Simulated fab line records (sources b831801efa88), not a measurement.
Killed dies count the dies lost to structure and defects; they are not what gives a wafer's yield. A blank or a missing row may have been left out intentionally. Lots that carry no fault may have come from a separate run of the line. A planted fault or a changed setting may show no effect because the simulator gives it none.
fab line records || flow sky130 || part 2 of 2: steps 32 to 38 of 38
record: {"lots": 5, "wafers": 15, "lastDay": 50}
route steps=708 shown GATE_OXIDE@196 POLY_GATE@204 RES_PROTECT@206
lots that met no fault: from a run of the same line without faults
startH: start of the lot's first displayed wafer, in hours after the record's first day || waitH: hours since the lot's step before || " same as the row above || L1.1+2: one row covering several wafers at once || - either no value or no given start || * or withheld: withheld || < > ~ a bound
route shown NAME@n: NAME is a module with steps in the file, n the number in the route of the first one || usual: average and standard deviation across the fault-free wafers || same: alike in all rows || chamber/n: place in a boat || sites: readings site by site || _std_site: the standard deviation of these || _edge_site: the outer-site mean with the inner-site mean subtracted || radiusMm: how far each site lies from the wafer's centre || mask NAME#n: copy n || behind: the most recent tool/chamber to have shaped the wafer || hold: cause of the lot's hold/its duration in hours/its outcome || device: the transistor (n, p or np) that didn't switch || end of line: the same wafers' tests at the end of the route || a step with no rows: only its recipe || killed: at the first sort, the dies lost to defects and structure; wafer yield is something else || map: the dies of a wafer, with x for killed, . for not killed, _ for no die there
set.NAME: the setting that was run; set.NAME@STEP: the one run at that earlier step || model.NAME: the simulator's own value behind a step, which no gauge read
lots at some steps of the route; a table a step, a row a wafer
services: from which hour (startH, from the record's first day; less than 0 if before it) a tool's chamber was out of use, for how many hours, and why
== steps ==
step: SKY_POLY_GATE_CD_MEAS_13
recipe: {"targetCdNm": 150}
usual: {"cdNm": "149.6/1.2"}
{"lot.wafer": "L077.1", "tool": "cdSem-01", "chamber": "-", "startH": 397.72, "waitH": "-", "cdNm": 150.7}
{"lot.wafer": "L077.2", "tool": "cdSem-01", "chamber": "-", "startH": 397.72, "waitH": "-", "cdNm": 151.4}
{"lot.wafer": "L077.5", "tool": "cdSem-01", "chamber": "-", "startH": 397.72, "waitH": "-", "cdNm": 152.1}
{"lot.wafer": "L080.1", "tool": "cdSem-02", "chamber": "-", "startH": 425.52, "waitH": "-", "cdNm": 149.1}
{"lot.wafer": "L080.2", "tool": "cdSem-02", "chamber": "-", "startH": 425.52, "waitH": "-", "cdNm": 148.7}
{"lot.wafer": "L080.4", "tool": "cdSem-02", "chamber": "-", "startH": 425.52, "waitH": "-", "cdNm": 150.5}
{"lot.wafer": "L083.1", "tool": "cdSem-01", "chamber": "-", "startH": 442.02, "waitH": "-", "cdNm": 147.2}
{"lot.wafer": "L083.3", "tool": "cdSem-01", "chamber": "-", "startH": 442.02, "waitH": "-", "cdNm": 148.5}
{"lot.wafer": "L083.6", "tool": "cdSem-01", "chamber": "-", "startH": 442.02, "waitH": "-", "cdNm": 147.4}
{"lot.wafer": "L086.2", "tool": "cdSem-01", "chamber": "-", "startH": 469.54, "waitH": "-", "cdNm": 148.8}
{"lot.wafer": "L086.5", "tool": "cdSem-01", "chamber": "-", "startH": 469.54, "waitH": "-", "cdNm": 149.7}
{"lot.wafer": "L086.6", "tool": "cdSem-01", "chamber": "-", "startH": 469.54, "waitH": "-", "cdNm": 149.2}
{"lot.wafer": "L095.2", "tool": "cdSem-01", "chamber": "-", "startH": 552.74, "waitH": "-", "cdNm": 149.5}
{"lot.wafer": "L095.3", "tool": "cdSem-01", "chamber": "-", "startH": 552.74, "waitH": "-", "cdNm": 148.7}
{"lot.wafer": "L095.6", "tool": "cdSem-01", "chamber": "-", "startH": 552.74, "waitH": "-", "cdNm": 149.4}
step: SKY_POLY_GATE_OVL_MEAS_14
usual: {"POLY_GATE_OVL": "-2/4.9"}
{"lot.wafer": "L077.1", "tool": "overlay-02", "chamber": "-", "startH": 397.84, "waitH": 0.1, "POLY_GATE_OVL[nm]": 0}
{"lot.wafer": "L077.2", "tool": "overlay-02", "chamber": "-", "startH": 397.84, "waitH": 0.1, "POLY_GATE_OVL[nm]": -5}
{"lot.wafer": "L077.5", "tool": "overlay-02", "chamber": "-", "startH": 397.84, "waitH": 0.1, "POLY_GATE_OVL[nm]": -4}
{"lot.wafer": "L080.1", "tool": "overlay-01", "chamber": "-", "startH": 425.64, "waitH": 0.1, "POLY_GATE_OVL[nm]": 5}
{"lot.wafer": "L080.2", "tool": "overlay-01", "chamber": "-", "startH": 425.64, "waitH": 0.1, "POLY_GATE_OVL[nm]": 6}
{"lot.wafer": "L080.4", "tool": "overlay-01", "chamber": "-", "startH": 425.64, "waitH": 0.1, "POLY_GATE_OVL[nm]": 12}
{"lot.wafer": "L083.1", "tool": "overlay-01", "chamber": "-", "startH": 442.14, "waitH": 0.1, "POLY_GATE_OVL[nm]": -6}
{"lot.wafer": "L083.3", "tool": "overlay-01", "chamber": "-", "startH": 442.14, "waitH": 0.1, "POLY_GATE_OVL[nm]": 0}
{"lot.wafer": "L083.6", "tool": "overlay-01", "chamber": "-", "startH": 442.14, "waitH": 0.1, "POLY_GATE_OVL[nm]": 2}
{"lot.wafer": "L086.2", "tool": "overlay-01", "chamber": "-", "startH": 469.65, "waitH": 0.1, "POLY_GATE_OVL[nm]": 9}
{"lot.wafer": "L086.5", "tool": "overlay-01", "chamber": "-", "startH": 469.65, "waitH": 0.1, "POLY_GATE_OVL[nm]": 6}
{"lot.wafer": "L086.6", "tool": "overlay-01", "chamber": "-", "startH": 469.65, "waitH": 0.1, "POLY_GATE_OVL[nm]": 7}
{"lot.wafer": "L095.2", "tool": "overlay-02", "chamber": "-", "startH": 552.85, "waitH": 0.1, "POLY_GATE_OVL[nm]": -2}
{"lot.wafer": "L095.3", "tool": "overlay-02", "chamber": "-", "startH": 552.85, "waitH": 0.1, "POLY_GATE_OVL[nm]": -3}
{"lot.wafer": "L095.6", "tool": "overlay-02", "chamber": "-", "startH": 552.85, "waitH": 0.1, "POLY_GATE_OVL[nm]": 2}
step: SKY_POLY_GATE_ETCH_15
recipe: {"chemistry": "N2/H2", "target": "BARC", "ionEnergyEv": 200, "sourceW": 500, "biasW": 100, "pressureMtorr": 30, "n2FlowSccm": 100, "h2FlowSccm": 200, "stopOn": "SiO2", "timeS": 118.5, "targetDepthA": 1100}
usual: {"drypumpMotorCurrentA": "5.7/0.58", "oesProductAu": "0.717/0.0042", "rfFwdPowerW": "497.5/1.5", "throttleValvePct": "13.213/0.01"}
{"lot.wafer": "L077.1", "tool": "rieDiel-02", "chamber": 1, "startH": 397.88, "waitH": 0.0, "drypumpMotorCurrentA": 4.8, "oesProductAu": 0.720, "rfFwdPowerW": 497.3, "rfHoursCounterH": 2, "throttleValvePct": 13.194}
{"lot.wafer": "L077.2", "tool": "rieDiel-02", "chamber": 0, "startH": 397.88, "waitH": 0.0, "drypumpMotorCurrentA": 5.8, "oesProductAu": 0.723, "rfFwdPowerW": 494.8, "rfHoursCounterH": 52, "throttleValvePct": 13.206}
{"lot.wafer": "L077.5", "tool": "rieDiel-02", "chamber": 1, "startH": 397.88, "waitH": 0.0, "drypumpMotorCurrentA": 4.8, "oesProductAu": 0.724, "rfFwdPowerW": 497.0, "rfHoursCounterH": "-", "throttleValvePct": 13.228}
{"lot.wafer": "L080.1", "tool": "rieDiel-04", "chamber": 0, "startH": 425.68, "waitH": 0.0, "drypumpMotorCurrentA": 6.8, "oesProductAu": 0.719, "rfFwdPowerW": 499.3, "rfHoursCounterH": 79, "throttleValvePct": 13.239}
{"lot.wafer": "L080.2", "tool": "rieDiel-04", "chamber": 1, "startH": 425.68, "waitH": 0.0, "drypumpMotorCurrentA": 5.2, "oesProductAu": 0.715, "rfFwdPowerW": 500.4, "rfHoursCounterH": 0, "throttleValvePct": 13.215}
{"lot.wafer": "L080.4", "tool": "rieDiel-04", "chamber": 3, "startH": 425.68, "waitH": 0.0, "drypumpMotorCurrentA": 5.0, "oesProductAu": 0.718, "rfFwdPowerW": 498.0, "rfHoursCounterH": 60, "throttleValvePct": 13.225}
{"lot.wafer": "L083.1", "tool": "rieDiel-03", "chamber": 0, "startH": 442.18, "waitH": 0.0, "drypumpMotorCurrentA": 6.4, "oesProductAu": 0.710, "rfFwdPowerW": 499.1, "rfHoursCounterH": 3, "throttleValvePct": 13.226}
{"lot.wafer": "L083.3", "tool": "rieDiel-03", "chamber": 3, "startH": 442.18, "waitH": 0.0, "drypumpMotorCurrentA": 5.6, "oesProductAu": 0.718, "rfFwdPowerW": 497.8, "rfHoursCounterH": 94, "throttleValvePct": 13.214}
{"lot.wafer": "L083.6", "tool": "rieDiel-03", "chamber": 0, "startH": 442.18, "waitH": 0.0, "drypumpMotorCurrentA": 6.4, "oesProductAu": 0.717, "rfFwdPowerW": 499.4, "rfHoursCounterH": "-", "throttleValvePct": 13.218}
{"lot.wafer": "L086.2", "tool": "rieDiel-04", "chamber": 3, "startH": 469.68, "waitH": 0.0, "drypumpMotorCurrentA": 5.0, "oesProductAu": 0.709, "rfFwdPowerW": 497.3, "rfHoursCounterH": 61, "throttleValvePct": 13.206}
{"lot.wafer": "L086.5", "tool": "rieDiel-04", "chamber": 0, "startH": 469.68, "waitH": 0.0, "drypumpMotorCurrentA": 6.8, "oesProductAu": 0.720, "rfFwdPowerW": 496.5, "rfHoursCounterH": "-", "throttleValvePct": 13.207}
{"lot.wafer": "L086.6", "tool": "rieDiel-04", "chamber": 1, "startH": 469.68, "waitH": 0.0, "drypumpMotorCurrentA": 5.2, "oesProductAu": 0.719, "rfFwdPowerW": 497.6, "rfHoursCounterH": "-", "throttleValvePct": 13.216}
{"lot.wafer": "L095.2", "tool": "rieDiel-04", "chamber": 1, "startH": 552.88, "waitH": 0.0, "drypumpMotorCurrentA": 5.2, "oesProductAu": 0.716, "rfFwdPowerW": 500.6, "rfHoursCounterH": 3, "throttleValvePct": 13.225}
{"lot.wafer": "L095.3", "tool": "rieDiel-04", "chamber": 0, "startH": 552.88, "waitH": 0.0, "drypumpMotorCurrentA": 6.8, "oesProductAu": 0.715, "rfFwdPowerW": 496.6, "rfHoursCounterH": 82, "throttleValvePct": 13.226}
{"lot.wafer": "L095.6", "tool": "rieDiel-04", "chamber": 3, "startH": 552.88, "waitH": 0.0, "drypumpMotorCurrentA": 5.0, "oesProductAu": 0.724, "rfFwdPowerW": 494.0, "rfHoursCounterH": "-", "throttleValvePct": 13.202}
step: SKY_POLY_GATE_ETCH_16
recipe: {"stopOn": "poly-Si", "chemistry": "CH3F/O2", "target": "Si3N4", "sourceW": 400, "biasW": 80, "pressureMtorr": 25, "ch3fFlowSccm": 40, "O2_flow_sccm": 30, "timeS": 147.5, "targetDepthA": 750}
usual: {"ch3fFlowSccm": "39.99/0.11", "drypumpMotorCurrentA": "5.7/0.58", "oesProductAu": "0.640/0.0057", "rfFwdPowerW": "398.4/1.2", "throttleValvePct": "10.535/0.011"}
{"lot.wafer": "L077.1", "tool": "rieDiel-02", "chamber": 1, "startH": 397.96, "waitH": 0.0, "ch3fFlowSccm": 40.09, "drypumpMotorCurrentA": 4.8, "oesProductAu": 0.641, "rfFwdPowerW": 398.2, "rfHoursCounterH": 2, "throttleValvePct": 10.532}
{"lot.wafer": "L077.2", "tool": "rieDiel-02", "chamber": 0, "startH": 397.96, "waitH": 0.0, "ch3fFlowSccm": 39.92, "drypumpMotorCurrentA": 5.8, "oesProductAu": 0.636, "rfFwdPowerW": 398.5, "rfHoursCounterH": 52, "throttleValvePct": 10.530}
{"lot.wafer": "L077.5", "tool": "rieDiel-02", "chamber": 1, "startH": 397.96, "waitH": 0.0, "ch3fFlowSccm": 39.98, "drypumpMotorCurrentA": 4.7, "oesProductAu": 0.640, "rfFwdPowerW": 399.1, "rfHoursCounterH": "-", "throttleValvePct": 10.532}
{"lot.wafer": "L080.1", "tool": "rieDiel-04", "chamber": 0, "startH": 425.76, "waitH": 0.0, "ch3fFlowSccm": 39.77, "drypumpMotorCurrentA": 6.8, "oesProductAu": 0.649, "rfFwdPowerW": 397.7, "rfHoursCounterH": 79, "throttleValvePct": 10.544}
{"lot.wafer": "L080.2", "tool": "rieDiel-04", "chamber": 1, "startH": 425.76, "waitH": 0.0, "ch3fFlowSccm": 39.94, "drypumpMotorCurrentA": 5.2, "oesProductAu": 0.637, "rfFwdPowerW": 398.8, "rfHoursCounterH": 0, "throttleValvePct": 10.536}
{"lot.wafer": "L080.4", "tool": "rieDiel-04", "chamber": 3, "startH": 425.76, "waitH": 0.0, "ch3fFlowSccm": 39.88, "drypumpMotorCurrentA": 5.0, "oesProductAu": 0.635, "rfFwdPowerW": 398.6, "rfHoursCounterH": 60, "throttleValvePct": 10.534}
{"lot.wafer": "L083.1", "tool": "rieDiel-03", "chamber": 0, "startH": 442.26, "waitH": 0.0, "ch3fFlowSccm": 40.08, "drypumpMotorCurrentA": 6.4, "oesProductAu": 0.642, "rfFwdPowerW": 398.8, "rfHoursCounterH": 3, "throttleValvePct": 10.546}
{"lot.wafer": "L083.3", "tool": "rieDiel-03", "chamber": 3, "startH": 442.26, "waitH": 0.0, "ch3fFlowSccm": 39.80, "drypumpMotorCurrentA": 5.6, "oesProductAu": 0.641, "rfFwdPowerW": 400.2, "rfHoursCounterH": 94, "throttleValvePct": 10.532}
{"lot.wafer": "L083.6", "tool": "rieDiel-03", "chamber": 0, "startH": 442.26, "waitH": 0.0, "ch3fFlowSccm": 39.91, "drypumpMotorCurrentA": 6.4, "oesProductAu": 0.649, "rfFwdPowerW": 398.7, "rfHoursCounterH": "-", "throttleValvePct": 10.536}
{"lot.wafer": "L086.2", "tool": "rieDiel-04", "chamber": 3, "startH": 469.76, "waitH": 0.0, "ch3fFlowSccm": 40.08, "drypumpMotorCurrentA": 5.0, "oesProductAu": 0.639, "rfFwdPowerW": 398.2, "rfHoursCounterH": 61, "throttleValvePct": 10.530}
{"lot.wafer": "L086.5", "tool": "rieDiel-04", "chamber": 0, "startH": 469.76, "waitH": 0.0, "ch3fFlowSccm": 40.12, "drypumpMotorCurrentA": 6.8, "oesProductAu": 0.633, "rfFwdPowerW": 400.4, "rfHoursCounterH": "-", "throttleValvePct": 10.541}
{"lot.wafer": "L086.6", "tool": "rieDiel-04", "chamber": 1, "startH": 469.76, "waitH": 0.0, "ch3fFlowSccm": 39.98, "drypumpMotorCurrentA": 5.2, "oesProductAu": 0.644, "rfFwdPowerW": 399.7, "rfHoursCounterH": "-", "throttleValvePct": 10.555}
{"lot.wafer": "L095.2", "tool": "rieDiel-04", "chamber": 1, "startH": 552.96, "waitH": 0.0, "ch3fFlowSccm": 39.97, "drypumpMotorCurrentA": 5.2, "oesProductAu": 0.635, "rfFwdPowerW": 399.9, "rfHoursCounterH": 3, "throttleValvePct": 10.536}
{"lot.wafer": "L095.3", "tool": "rieDiel-04", "chamber": 0, "startH": 552.96, "waitH": 0.0, "ch3fFlowSccm": 39.89, "drypumpMotorCurrentA": 6.8, "oesProductAu": 0.641, "rfFwdPowerW": 399.0, "rfHoursCounterH": 82, "throttleValvePct": 10.546}
{"lot.wafer": "L095.6", "tool": "rieDiel-04", "chamber": 3, "startH": 552.96, "waitH": 0.0, "ch3fFlowSccm": 39.93, "drypumpMotorCurrentA": 5.0, "oesProductAu": 0.633, "rfFwdPowerW": 400.7, "rfHoursCounterH": "-", "throttleValvePct": 10.522}
step: SKY_POLY_GATE_ETCH_17
recipe: {"targetDepthNm": 180, "stopOn": "SiO2", "overEtchFrac": 0.56667, "chemistry": "HBr/Cl2", "target": "poly-Si", "icpW": 400, "biasW": 100, "pressureMtorr": 10, "HBr_flow_sccm": 150, "Cl2_flow_sccm": 50, "timeS": 70.5}
usual: {"drypumpMotorCurrentA": "5.5/0.52", "oesProductAu": "0.989/0.007", "rfFwdPowerW": "397.0/1.3", "throttleValvePct": "33.685/0.0088"}
{"lot.wafer": "L077.1", "tool": "rieSi-01", "chamber": 0, "startH": 398.06, "waitH": 0.0, "drypumpMotorCurrentA": 5.7, "oesProductAu": 0.981, "rfFwdPowerW": 398.7, "rfHoursCounterH": 37, "throttleValvePct": 33.693}
{"lot.wafer": "L077.2", "tool": "rieSi-01", "chamber": 1, "startH": 398.06, "waitH": 0.0, "drypumpMotorCurrentA": 6.7, "oesProductAu": 0.992, "rfFwdPowerW": 396.7, "rfHoursCounterH": 3, "throttleValvePct": 33.694}
{"lot.wafer": "L077.5", "tool": "rieSi-01", "chamber": 0, "startH": 398.06, "waitH": 0.0, "drypumpMotorCurrentA": 5.7, "oesProductAu": 1.001, "rfFwdPowerW": 399.9, "rfHoursCounterH": "-", "throttleValvePct": 33.703}
{"lot.wafer": "L080.1", "tool": "rieSi-01", "chamber": 2, "startH": 425.86, "waitH": 0.0, "drypumpMotorCurrentA": 5.4, "oesProductAu": 0.980, "rfFwdPowerW": 395.1, "rfHoursCounterH": 2, "throttleValvePct": 33.692}
{"lot.wafer": "L080.2", "tool": "rieSi-01", "chamber": 3, "startH": 425.86, "waitH": 0.0, "drypumpMotorCurrentA": 5.0, "oesProductAu": 0.973, "rfFwdPowerW": 397.4, "rfHoursCounterH": 58, "throttleValvePct": 33.690}
{"lot.wafer": "L080.4", "tool": "rieSi-01", "chamber": 1, "startH": 425.86, "waitH": 0.0, "drypumpMotorCurrentA": 6.7, "oesProductAu": 0.992, "rfFwdPowerW": 397.7, "rfHoursCounterH": 4, "throttleValvePct": 33.699}
{"lot.wafer": "L083.1", "tool": "rieSi-01", "chamber": 0, "startH": 442.36, "waitH": 0.0, "drypumpMotorCurrentA": 5.7, "oesProductAu": 0.986, "rfFwdPowerW": 396.6, "rfHoursCounterH": 38, "throttleValvePct": 33.687}
{"lot.wafer": "L083.3", "tool": "rieSi-01", "chamber": 2, "startH": 442.36, "waitH": 0.0, "drypumpMotorCurrentA": 5.4, "oesProductAu": 0.977, "rfFwdPowerW": 396.4, "rfHoursCounterH": 2, "throttleValvePct": 33.678}
{"lot.wafer": "L083.6", "tool": "rieSi-01", "chamber": 0, "startH": 442.36, "waitH": 0.0, "drypumpMotorCurrentA": 5.7, "oesProductAu": 0.988, "rfFwdPowerW": 397.4, "rfHoursCounterH": "-", "throttleValvePct": 33.685}
{"lot.wafer": "L086.2", "tool": "rieSi-01", "chamber": 3, "startH": 469.86, "waitH": 0.0, "drypumpMotorCurrentA": 5.0, "oesProductAu": 0.984, "rfFwdPowerW": 395.4, "rfHoursCounterH": 58, "throttleValvePct": 33.688}
{"lot.wafer": "L086.5", "tool": "rieSi-01", "chamber": 1, "startH": 469.86, "waitH": 0.0, "drypumpMotorCurrentA": 6.7, "oesProductAu": 0.983, "rfFwdPowerW": 398.0, "rfHoursCounterH": "-", "throttleValvePct": 33.679}
{"lot.wafer": "L086.6", "tool": "rieSi-01", "chamber": 0, "startH": 469.86, "waitH": 0.0, "drypumpMotorCurrentA": 5.7, "oesProductAu": 0.989, "rfFwdPowerW": 396.2, "rfHoursCounterH": "-", "throttleValvePct": 33.683}
{"lot.wafer": "L095.2", "tool": "rieSi-02", "chamber": 1, "startH": 553.06, "waitH": 0.0, "drypumpMotorCurrentA": 5.5, "oesProductAu": 0.983, "rfFwdPowerW": 393.5, "rfHoursCounterH": 27, "throttleValvePct": 33.679}
{"lot.wafer": "L095.3", "tool": "rieSi-02", "chamber": 3, "startH": 553.06, "waitH": 0.0, "drypumpMotorCurrentA": 5.2, "oesProductAu": 0.988, "rfFwdPowerW": 398.0, "rfHoursCounterH": 17, "throttleValvePct": 33.691}
{"lot.wafer": "L095.6", "tool": "rieSi-02", "chamber": 2, "startH": 553.06, "waitH": 0.0, "drypumpMotorCurrentA": 5.5, "oesProductAu": 0.985, "rfFwdPowerW": 399.3, "rfHoursCounterH": "-", "throttleValvePct": 33.668}
step: SKY_POLY_GATE_STRIP_18
recipe: {"chemistry": "O2/N2", "powerW": 1400, "pressureMtorr": 1500, "platenTempC": "withheld", "o2FlowSccm": 3000, "n2FlowSccm": 300, "overashFraction": 0.5}
usual: {"drypumpMotorCurrentA": "5.56/0.13", "oesProductAu": "0.362/0.0042", "stripTimeToEndpointS": "3.19/0.031"}
{"lot.wafer": "L077.1", "tool": "plasmaAsher-02", "chamber": 1, "startH": 398.11, "waitH": 0.0, "drypumpMotorCurrentA": 5.59, "oesProductAu": 0.352, "rfHoursCounterH": 58, "stripTimeToEndpointS": 3.12}
{"lot.wafer": "L077.2", "tool": "plasmaAsher-02", "chamber": 0, "startH": 398.11, "waitH": 0.0, "drypumpMotorCurrentA": 5.34, "oesProductAu": 0.360, "rfHoursCounterH": 58, "stripTimeToEndpointS": 3.20}
{"lot.wafer": "L077.5", "tool": "plasmaAsher-02", "chamber": 1, "startH": 398.11, "waitH": 0.0, "drypumpMotorCurrentA": 5.60, "oesProductAu": 0.364, "rfHoursCounterH": "-", "stripTimeToEndpointS": 3.15}
{"lot.wafer": "L080.1", "tool": "plasmaAsher-04", "chamber": 0, "startH": 425.91, "waitH": 0.0, "drypumpMotorCurrentA": 5.67, "oesProductAu": 0.360, "rfHoursCounterH": 31, "stripTimeToEndpointS": 3.17}
{"lot.wafer": "L080.2", "tool": "plasmaAsher-04", "chamber": 1, "startH": 425.91, "waitH": 0.0, "drypumpMotorCurrentA": 5.44, "oesProductAu": 0.368, "rfHoursCounterH": 31, "stripTimeToEndpointS": 3.28}
{"lot.wafer": "L080.4", "tool": "plasmaAsher-04", "chamber": 0, "startH": 425.91, "waitH": 0.0, "drypumpMotorCurrentA": 5.67, "oesProductAu": 0.362, "rfHoursCounterH": "-", "stripTimeToEndpointS": 3.21}
{"lot.wafer": "L083.1", "tool": "plasmaAsher-04", "chamber": 1, "startH": 442.41, "waitH": 0.0, "drypumpMotorCurrentA": 5.39, "oesProductAu": 0.358, "rfHoursCounterH": 33, "stripTimeToEndpointS": 3.21}
{"lot.wafer": "L083.3", "tool": "plasmaAsher-04", "chamber": 1, "startH": 442.41, "waitH": 0.0, "drypumpMotorCurrentA": 5.39, "oesProductAu": 0.362, "rfHoursCounterH": "-", "stripTimeToEndpointS": 3.19}
{"lot.wafer": "L083.6", "tool": "plasmaAsher-04", "chamber": 0, "startH": 442.41, "waitH": 0.0, "drypumpMotorCurrentA": 5.65, "oesProductAu": 0.356, "rfHoursCounterH": "-", "stripTimeToEndpointS": 3.18}
{"lot.wafer": "L086.2", "tool": "plasmaAsher-04", "chamber": 0, "startH": 469.91, "waitH": 0.0, "drypumpMotorCurrentA": 5.68, "oesProductAu": 0.362, "rfHoursCounterH": 36, "stripTimeToEndpointS": 3.22}
{"lot.wafer": "L086.5", "tool": "plasmaAsher-04", "chamber": 0, "startH": 469.91, "waitH": 0.0, "drypumpMotorCurrentA": 5.65, "oesProductAu": 0.359, "rfHoursCounterH": "-", "stripTimeToEndpointS": 3.17}
{"lot.wafer": "L086.6", "tool": "plasmaAsher-04", "chamber": 1, "startH": 469.91, "waitH": 0.0, "drypumpMotorCurrentA": 5.42, "oesProductAu": 0.364, "rfHoursCounterH": "-", "stripTimeToEndpointS": 3.23}
{"lot.wafer": "L095.2", "tool": "plasmaAsher-03", "chamber": 1, "startH": 553.12, "waitH": 0.0, "drypumpMotorCurrentA": 5.68, "oesProductAu": 0.364, "rfHoursCounterH": 13, "stripTimeToEndpointS": 3.20}
{"lot.wafer": "L095.3", "tool": "plasmaAsher-03", "chamber": 1, "startH": 553.12, "waitH": 0.0, "drypumpMotorCurrentA": 5.70, "oesProductAu": 0.357, "rfHoursCounterH": "-", "stripTimeToEndpointS": 3.16}
{"lot.wafer": "L095.6", "tool": "plasmaAsher-03", "chamber": 0, "startH": 553.12, "waitH": 0.0, "drypumpMotorCurrentA": 5.63, "oesProductAu": 0.356, "rfHoursCounterH": "-", "stripTimeToEndpointS": 3.13}
step: SKY_POLY_GATE_CLEAN_19
recipe: {"chemistry": "SC1/SC2", "mix": "1:4:20", "tempC": 70, "timeS": 150, "dry": "n2Spin"}
{"lot.wafer": "L077.1+2+5", "tool": "wetBench-01", "chamber": 1, "startH": 398.21, "waitH": 0.1}
{"lot.wafer": "L080.1+2+4", "tool": "wetBench-01", "chamber": 0, "startH": 426.01, "waitH": 0.1}
{"lot.wafer": "L083.1+3+6", "tool": "wetBench-01", "chamber": 3, "startH": 442.51, "waitH": 0.1}
{"lot.wafer": "L086.2+5+6", "tool": "wetBench-02", "chamber": 3, "startH": 470.01, "waitH": 0.1}
{"lot.wafer": "L095.2+3+6", "tool": "wetBench-01", "chamber": 0, "startH": 553.22, "waitH": 0.1}
== services ==
{"tool": "rieDiel-04", "chamber": 2, "startH": 313.00, "hours": 13.0, "kind": "repair"}
{"tool": "rieDiel-04", "chamber": 1, "startH": 322.51, "hours": 1.3, "kind": "repair"}
{"tool": "plasmaAsher-03", "chamber": "-", "startH": 322.64, "hours": 28.1, "kind": "pm"}
{"tool": "plasmaAsher-02", "chamber": "-", "startH": 335.01, "hours": 0.8, "kind": "repair"}
{"tool": "rieDiel-04", "chamber": 2, "startH": 341.37, "hours": 2.3, "kind": "repair"}
{"tool": "lpcvd-02", "chamber": "-", "startH": 349.61, "hours": 0.7, "kind": "repair"}
{"tool": "krfScanner-02", "chamber": "-", "startH": 354.75, "hours": 0.8, "kind": "repair"}
{"tool": "ilineStepper-01", "chamber": "-", "startH": 362.79, "hours": 1.7, "kind": "pm"}
{"tool": "wetBench-04", "chamber": "-", "startH": 365.98, "hours": 2.8, "kind": "repair"}
{"tool": "rieDiel-04", "chamber": 1, "startH": 378.54, "hours": 4.6, "kind": "repair"}
{"tool": "rieSi-01", "chamber": 3, "startH": 378.76, "hours": 4.4, "kind": "repair"}
{"tool": "krfScanner-02", "chamber": "-", "startH": 379.76, "hours": 1.3, "kind": "pm"}
{"tool": "krfScanner-02", "chamber": "-", "startH": 381.06, "hours": 0.8, "kind": "pm"}
{"tool": "rieSi-01", "chamber": "-", "startH": 393.05, "hours": 2.8, "kind": "pm"}
{"tool": "wetBench-03", "chamber": "-", "startH": 399.12, "hours": 4.2, "kind": "repair"}
{"tool": "rieSi-01", "chamber": 2, "startH": 400.09, "hours": 4.0, "kind": "repair"}
{"tool": "implanter-03", "chamber": "-", "startH": 417.24, "hours": 4.7, "kind": "pm"}
{"tool": "wetBench-04", "chamber": "-", "startH": 421.92, "hours": 3.1, "kind": "repair"}
{"tool": "plasmaAsher-02", "chamber": "-", "startH": 444.88, "hours": 4.1, "kind": "repair"}
{"tool": "plasmaAsher-02", "chamber": "-", "startH": 461.16, "hours": 4.0, "kind": "repair"}
{"tool": "wetBench-01", "chamber": "-", "startH": 482.38, "hours": 1.6, "kind": "repair"}
{"tool": "plasmaAsher-04", "chamber": "-", "startH": 507.72, "hours": 1.7, "kind": "repair"}
{"tool": "wetBench-01", "chamber": "-", "startH": 539.30, "hours": 2.0, "kind": "repair"}
{"tool": "plasmaAsher-04", "chamber": "-", "startH": 540.73, "hours": 5.8, "kind": "repair"}
